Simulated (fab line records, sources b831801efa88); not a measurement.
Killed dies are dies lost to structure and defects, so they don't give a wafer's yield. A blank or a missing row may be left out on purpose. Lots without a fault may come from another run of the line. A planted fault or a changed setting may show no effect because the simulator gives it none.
Which tool did it? | flow gf180mcu | 12 lots, 36 wafers sampled, at 6 steps of a route of 602

WHAT THE GAUGES READ, wafer by wafer
GF_M3_OVL_MEAS_15.
lot  | measured     | on         | M3_OVL (nm)
L281 | day 21 06:47 | overlay-02 | -11 -11 -10
L282 | day 21 17:44 | overlay-02 | 4 -4 -3
L284 | day 22 11:31 | overlay-01 | 1 0 2
L286 | day 23 13:28 | overlay-01 | -11 -13 -8
L288 | day 24 03:50 | overlay-01 | 5 7 12
L289 | day 24 07:22 | overlay-02 | 0 3 8
L290 | day 24 20:07 | overlay-01 | -3 -6 -1
L291 | day 25 01:26 | overlay-02 | 5 5 1
L292 | day 25 05:34 | overlay-02 | 1 0 -1
L293 | day 25 22:04 | overlay-01 | -3 -11 -7
L294 | day 26 02:34 | overlay-02 | -3 2 -3
L295 | day 26 07:46 | overlay-02 | -10 -3 -5

GF_V3_THK_MEAS_01.
lot  | measured     | on            | V3_CVD_00_THK (nm)
L281 | day 21 07:32 | film_metro-04 | 598 614 606
L282 | day 21 18:29 | film_metro-03 | 620 597 613
L284 | day 22 12:24 | film_metro-04 | 605 605 608
L286 | day 23 14:14 | film_metro-03 | 598 593 594
L288 | day 24 04:35 | film_metro-03 | 594 595 597
L289 | day 24 08:08 | film_metro-04 | 585 597 598
L290 | day 24 20:53 | film_metro-03 | 606 602 588
L291 | day 25 02:36 | film_metro-03 | 602 603 593
L292 | day 25 06:20 | film_metro-02 | 606 605 611
L293 | day 25 23:11 | film_metro-02 | 1185 1207 1217
L294 | day 26 03:34 | film_metro-02 | 1193 1198 1214
L295 | day 26 08:51 | film_metro-04 | 1193 1187 1196

GF_V3_BOW_MEAS_05.
lot  | measured     | on            | V3_BOW (um)
L281 | day 21 08:02 | film_metro-04 | 116 111 112
L282 | day 21 18:59 | film_metro-02 | 107 104 113
L284 | day 22 12:56 | film_metro-04 | 108 107 127
L286 | day 23 14:46 | film_metro-03 | 112 128 132
L288 | day 24 05:08 | film_metro-04 | 102 100 107
L289 | day 24 08:37 | film_metro-03 | 118 125 111
L290 | day 24 21:23 | film_metro-02 | 123 125 127
L291 | day 25 03:07 | film_metro-04 | 124 114 112
L292 | day 25 06:50 | film_metro-04 | 113 119 112
L293 | day 25 23:53 | film_metro-04 | 139 143 141
L294 | day 26 04:04 | film_metro-04 | 133 129 141
L295 | day 26 09:31 | film_metro-03 | 142 152 142

GF_V3_CD_MEAS_14: target cd 260 nm.
lot  | measured     | on        | cd_nm (nm)
L281 | day 22 07:43 | cd_sem-01 | 259.5 260.9 261.1
L282 | day 22 18:07 | cd_sem-01 | 259.3 259.1 259.0
L284 | day 23 12:05 | cd_sem-01 | 259.5 259.4 260.9
L286 | day 24 13:01 | cd_sem-02 | 261.9 260.8 261.1
L288 | day 25 02:44 | cd_sem-01 | 259.4 260.0 258.9
L289 | day 25 06:06 | cd_sem-01 | 258.5 258.0 258.9
L290 | day 25 19:20 | cd_sem-02 | 258.6 257.5 258.3
L291 | day 26 00:35 | cd_sem-01 | 260.8 260.3 261.2
L292 | day 26 04:09 | cd_sem-02 | 258.4 259.1 259.5
L293 | day 26 20:39 | cd_sem-01 | 259.3 260.0 260.4
L294 | day 27 00:45 | cd_sem-01 | 261.4 262.6 262.4
L295 | day 27 05:01 | cd_sem-02 | 257.2 258.8 257.0

WHICH TOOL RAN EACH LOT (tool, then ch and the chambers of the sampled wafers, then the start)
lot  | GF_M3_SPUTTER_00             | GF_V3_CVD_00
L281 | pvd_sputter-01, day 20 06:39 | hdpcvd-01 ch 0,2, day 21 07:27
L282 | pvd_sputter-03, day 20 17:02 | hdpcvd-01 ch 0,1,2, day 21 18:24
L284 | pvd_sputter-01, day 21 11:53 | hdpcvd-01 ch 0,2, day 22 12:20
L286 | pvd_sputter-03, day 22 13:46 | hdpcvd-02 ch 0,2, day 23 14:10
L288 | pvd_sputter-02, day 23 04:51 | hdpcvd-01 ch 1,2, day 24 04:30
L289 | pvd_sputter-01, day 23 09:18 | hdpcvd-02 ch 0,2, day 24 08:04
L290 | pvd_sputter-01, day 23 21:36 | hdpcvd-01 ch 1,2, day 24 20:47
L291 | pvd_sputter-02, day 24 03:00 | hdpcvd-02 ch 0,1,2, day 25 02:30
L292 | pvd_sputter-01, day 24 07:49 | hdpcvd-01 ch 1,2, day 25 06:16
L293 | pvd_sputter-03, day 25 00:05 | hdpcvd-01 ch 0,1,2, day 25 22:47
L294 | pvd_sputter-02, day 25 04:31 | hdpcvd-01 ch 0,2, day 26 03:16
L295 | pvd_sputter-03, day 25 10:29 | hdpcvd-02 ch 1,2, day 26 08:27
- GF_M3_SPUTTER_00: material Ti, target thk 37.5 nm, time 150 s.
- GF_V3_CVD_00: deposits SiO2, target thk 600 nm, time 100 s.

WHAT THE TOOLS THEMSELVES READ (means of the sampled wafers that have a number; where no wafer has one, the mark that the record gives instead)
GF_M3_SPUTTER_00.
lot  | tool           | throttle_valve_pct (%)
L281 | pvd_sputter-01 | 30.4
L282 | pvd_sputter-03 | 29.3
L284 | pvd_sputter-01 | 30.4
L286 | pvd_sputter-03 | 28.8
L288 | pvd_sputter-02 | 30.8
L289 | pvd_sputter-01 | 29.9
L290 | pvd_sputter-01 | 30.4
L291 | pvd_sputter-02 | 30.7
L292 | pvd_sputter-01 | 30.1
L293 | pvd_sputter-03 | 29.4
L294 | pvd_sputter-02 | 31.1
L295 | pvd_sputter-03 | 29.8

THE ANSWER, worked out from the rows above alone
Rule: what is usual is taken from the lots themselves. Put in order of their means at a reading, lots are off if they are a third of the lots or fewer, leave a main group of 4 or more, and stand apart from it by a gap of 3 or more times the standard deviation of the main group's means; of several such gaps the widest counts. A main group whose means are all the same, to the digits that the tables above print for the reading, isn't used. A lot without any number at a reading at which 4 lots or more have one is off too. The other lots that the step has rows for count as sound. The gauges are gone through in route order, then the tools' own readings, and for those a lot's mean is taken as printed above. The first step at which some lot is off is used, and at that step the reading that is off furthest; a lot without a number counts as furthest.
Off: L293, L294, L295, at GF_V3_THK_MEAS_01 (V3_CVD_00_THK). The main group: mean 601 nm, standard deviation 5.8.
A tool fits if, at a process step before that reading, it ran every lot that is off, and no sound lot after the first of them. The gauges at GF_V3_THK_MEAS_01 are tried like those tools. None of those tried fits.

WHAT THE SIMULATOR HAD PUT IN
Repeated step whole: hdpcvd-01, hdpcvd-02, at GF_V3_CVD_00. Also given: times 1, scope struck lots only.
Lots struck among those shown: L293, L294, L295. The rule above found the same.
